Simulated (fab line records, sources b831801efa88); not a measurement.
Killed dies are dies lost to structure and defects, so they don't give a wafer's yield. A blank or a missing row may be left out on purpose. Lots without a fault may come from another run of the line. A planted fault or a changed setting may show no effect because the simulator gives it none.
Which tool did it? | flow gf180mcu | 15 lots, 43 wafers sampled, at 1 step of a route of 602

WHAT THE GAUGES READ, wafer by wafer
GF_V3_CD_MEAS_14: target cd 260 nm. Usual: cd_nm 260.1 nm, standard deviation 1.2.
lot  | measured     | on        | cd_nm (nm)        | flag
L381 | day 22 09:09 | cd_sem-01 | 261.1 260.6 261.8 |
L383 | day 23 01:29 | cd_sem-02 | 261.1 259.6 261.0 |
L384 | day 23 13:04 | cd_sem-02 | 260.9 261.3 260.9 |
L385 | day 23 19:57 | cd_sem-01 | 259.8             |
L389 | day 25 08:12 | cd_sem-02 | 261.1 261.3 261.6 |
L390 | day 25 09:37 | cd_sem-01 | 259.0 259.8 260.2 |
L391 | day 25 22:39 | cd_sem-02 | 260.6 259.4 259.7 |
L393 | day 26 12:11 | cd_sem-01 | 259.8 259.6 260.5 |
L394 | day 26 19:52 | cd_sem-01 | 259.9 260.6 260.3 |
L395 | day 27 04:46 | cd_sem-01 | 259.7 259.9 259.6 |
L398 | day 28 02:13 | cd_sem-02 | 258.9 260.0 259.9 |
L401 | day 28 17:41 | cd_sem-02 | 261.1 260.2 261.0 |
L402 | day 28 23:37 | cd_sem-02 | 261.2 259.8 259.8 |
L403 | day 29 10:46 | cd_sem-02 | 259.0 259.7 260.1 |
L404 | day 29 17:26 | cd_sem-02 | 261.4 261.9 261.5 |

WHICH TOOL RAN EACH LOT (tool, then ch and the chambers of the sampled wafers, then the start)
The record holds no process step before these readings.

WHAT THE TOOLS THEMSELVES READ (means of the sampled wafers that have a number; where no wafer has one, the mark that the record gives instead)
The record holds no such reading with a usual standard deviation.

THE ANSWER, worked out from the rows above alone
Rule: a lot is off if the mean of its wafers that have a number lies more than 3 standard deviations from the usual mean. A lot without any number at a reading at which 4 lots or more have one is off too. The other lots that the step has rows for count as sound. The gauges are gone through in route order, then the tools' own readings, and for those a lot's mean is taken as printed above. The first step at which some lot is off is used, and at that step the reading that is off furthest; a lot without a number counts as furthest.
No lot is off at any reading shown: from this, nothing can be told.

WHAT THE SIMULATOR HAD PUT IN
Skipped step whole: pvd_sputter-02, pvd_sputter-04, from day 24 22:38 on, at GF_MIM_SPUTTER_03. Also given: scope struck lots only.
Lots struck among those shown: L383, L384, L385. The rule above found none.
